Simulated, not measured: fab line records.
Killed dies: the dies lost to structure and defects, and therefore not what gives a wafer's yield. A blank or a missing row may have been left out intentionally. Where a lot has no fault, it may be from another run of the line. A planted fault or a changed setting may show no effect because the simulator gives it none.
Comparing a struck lot with a sound one -- flow sky130 -- 21 out of 708 route steps
Sound: these wafers, L475.3, L475.4, L475.5. Wafers L489.2, L489.3, L489.6 were the ones struck. The cause comes at the end.
For every step that has rows: the tool of each side, followed by ch and its chambers, followed by its first start. Under that, the readings that differ: sound wafers -- struck wafers -- difference of the means -- sigmas: that difference in standard deviations of wafers without a fault.
alike: readings whose means differ by less than 2 such deviations, and words and numbers that are the same on both sides. not compared: withheld readings, readings that some wafer has no value for, bounds like >300 that may hide the same value, and numbers for which the record gives no deviation and whose values overlap.
The two part at a step that has a row with sigmas, a row that says differs or no value, or rows on one side only. Non-overlapping numbers with no deviation appear without sigmas and do not part them. A reading missing from all wafers of one side parts the sides only when that side holds two or more wafers.

first, 3 steps without rows for these wafers: SKY_RES_PROTECT_PEB_05; SKY_RES_PROTECT_DEVELOP_06 (develop time 60 s); SKY_POLY_GATE_IMPLANT_02.
SKY_RES_PROTECT_STRIP_07: strips in O2/N2.
  sound on plasma-asher-01 ch 0,1, day 18 08:29; struck on plasma-asher-01 ch 0,1, day 23 09:07
  alike: drypump-motor-current-A, oes-product-au, strip-time-to-endpoint-s
  not compared: rf-hours-counter-h
SKY_RES_PROTECT_TW_MEAS_08:
  sound on film-metro-02, day 18 08:35; struck on film-metro-03, day 23 09:14
reading,sound,struck,difference,sigmas
POLY_GATE_TW,4035 4035 4035,3969 3961 3973,-67,-2
then, 2 steps without rows for these wafers: SKY_RES_PROTECT_CLEAN_09 (cleans in SC1/SC2, time 150 s); SKY_POLY_GATE_CVD_03 (deposits Si3N4 from DCS/NH3, target thk 75 nm, time 1290 s).
SKY_POLY_GATE_THK_MEAS_04:
  sound on film-metro-01, day 18 10:11; struck on film-metro-02, day 23 10:42
  alike: POLY_GATE_CVD_03_THK
then, 4 steps without rows for these wafers: SKY_POLY_GATE_DEHYDRATE_05 (time 60 s); SKY_POLY_GATE_HMDS_06 (prime time 60 s); SKY_POLY_GATE_COAT_07 (resist thk 110 nm); SKY_POLY_GATE_COAT_08 (resist thk 450 nm).
SKY_POLY_GATE_SOFTBAKE_09: time 90 s.
  sound on litho-track-03 ch 0, day 19 01:00; struck on litho-track-03 ch 0, day 24 01:00
reading,sound,struck,difference,sigmas
heater-power-total-W (W),57.34 57.10 57.55,53.25 53.29 53.27,-4.06,-37
plate-temp-C (C),99.96 100.11 99.92,94.91 94.81 95.05,-5.07,-51
then, 2 steps without rows for these wafers: SKY_POLY_GATE_EXPOSE_10 (exposes mask P1M, target cd 150 nm); SKY_POLY_GATE_PEB_11.
SKY_POLY_GATE_DEVELOP_12: develop time 60 s.
  sound on litho-track-03 ch 0; struck on litho-track-03 ch 0
reading,sound,struck,difference,sigmas
model.KrF-thick_of_POLY_GATE_COAT_08.thk-nm (nm),434.2 435.4 434.8,440.7 440.9 440.7,+6.0,
SKY_POLY_GATE_CD_MEAS_13: target cd 150 nm.
  sound on cd-sem-02, day 19 17:01; struck on cd-sem-02, day 24 16:35
  alike: cd-nm
SKY_POLY_GATE_OVL_MEAS_14:
  sound on overlay-02, day 19 17:06; struck on overlay-01, day 24 16:42
  alike: POLY_GATE_OVL
SKY_POLY_GATE_ETCH_15: etches BARC in N2/H2, stops on SiO2, time 118.5 s, target depth 110 nm.
  sound on rie-diel-02 ch 0,1,3, day 19 17:08; struck on rie-diel-02 ch 0,3, day 24 16:44
reading,sound,struck,difference,sigmas
model.KrF-thick_of_POLY_GATE_COAT_08.thk-nm (nm),341.7 342.2 343.9,349.6 349.6 350.2,+7.2,
  alike: drypump-motor-current-A, oes-product-au, throttle-valve-pct
  not compared: rf-hours-counter-h
SKY_POLY_GATE_ETCH_16: etches Si3N4 in CH3F/O2, stops on poly-Si, time 147.5 s, target depth 75 nm.
  sound on rie-diel-02 ch 0,1,3, day 19 17:13; struck on rie-diel-02 ch 0,3, day 24 16:49
reading,sound,struck,difference,sigmas
oes-product-au (a.u.),0.629 0.635 0.629,0.650 0.634 0.645,+0.012,+2
  alike: drypump-motor-current-A, throttle-valve-pct
  not compared: rf-hours-counter-h
-- here the record skips 26 days between the struck wafers' starts before and after, leaving off in module POLY_GATE and picking up in module PAD_OPEN (first step shown: number 708 of the route) --
SKY_PAD_OPEN_PROBE_99:
  sound on prober-01, day 48 00:01; struck on prober-01, day 50 20:54
reading,sound,struck,difference,sigmas
killed-at-contacts,33 38 31,17,-17,-3
killed-at-other,0 0 0,1,+1,+2
  alike: killed_at_M0_to_M3, killed_at_M4_up, killed-at-front-end, killed-dies, killed-open, killed-short

## WHERE THEY PART
First at SKY_RES_PROTECT_TW_MEAS_08; last, within this record, at SKY_PAD_OPEN_PROBE_99.

WHY: what the simulator had put in
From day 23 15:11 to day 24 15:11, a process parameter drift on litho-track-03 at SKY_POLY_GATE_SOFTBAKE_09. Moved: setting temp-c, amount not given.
